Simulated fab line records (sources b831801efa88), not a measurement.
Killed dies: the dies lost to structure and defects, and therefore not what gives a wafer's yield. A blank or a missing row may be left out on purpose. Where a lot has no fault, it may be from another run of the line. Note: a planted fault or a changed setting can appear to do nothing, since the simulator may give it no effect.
Which tool was responsible? ; flow gf180mcu ; 7 lots with 21 wafers sampled at 2 steps, on a route of 602 steps

WHAT THE GAUGES SHOWED, per wafer
GF_M3_OVL_MEAS_15.
lot;measured;on;M3_OVL (nm)
L660;day 22 01:30;overlay-01;-7 1 3
L662;day 23 01:57;overlay-02;1 -8 0
L665;day 24 04:18;overlay-02;7 0 10
L667;day 24 13:10;overlay-01;2 -1 -4
L670;day 25 14:59;overlay-02;1 3 3
L677;day 27 17:07;overlay-01;11 7 0
L680;day 28 18:01;overlay-02;-1 3 -3

WHAT TOOL EACH LOT RAN ON (gives the tool, then ch and the chambers of the sampled wafers, and finally the start)
lot;GF_CONTACT_CVD_02
L660;pecvd-02 ch 0,1, day 15 17:43
L662;pecvd-04 ch 0,2, day 16 16:47
L665;pecvd-02 ch 1,2, day 17 22:43
L667;pecvd-01 ch 0,2, day 18 07:44
L670;pecvd-04 ch 1,2, day 19 11:08
L677;pecvd-04 ch 0,1, day 21 21:26
L680;pecvd-02 ch 1,2, day 23 00:47
- GF_CONTACT_CVD_02: deposits SiO2 from TEOS, target thk 860 nm, time 95.992 s.

THE ANSWER, worked out from the rows above alone
Rule: the usual values come from the lots themselves. Put in order of their means at a reading, lots are off if they are a third of the lots or fewer, leave a main group of 4 or more, and stand apart from it by a gap of 3 or more times the standard deviation of the main group's means; of several such gaps the widest counts. If all means in a main group match to the digits the tables above print for the reading, that group is not used. A lot without any number at a reading at which 4 lots or more have one is off too. All remaining lots with rows at the step are treated as sound.
No lot is off at any reading shown: from this, nothing can be told.

WHAT HAD BEEN PUT IN BY THE SIMULATOR
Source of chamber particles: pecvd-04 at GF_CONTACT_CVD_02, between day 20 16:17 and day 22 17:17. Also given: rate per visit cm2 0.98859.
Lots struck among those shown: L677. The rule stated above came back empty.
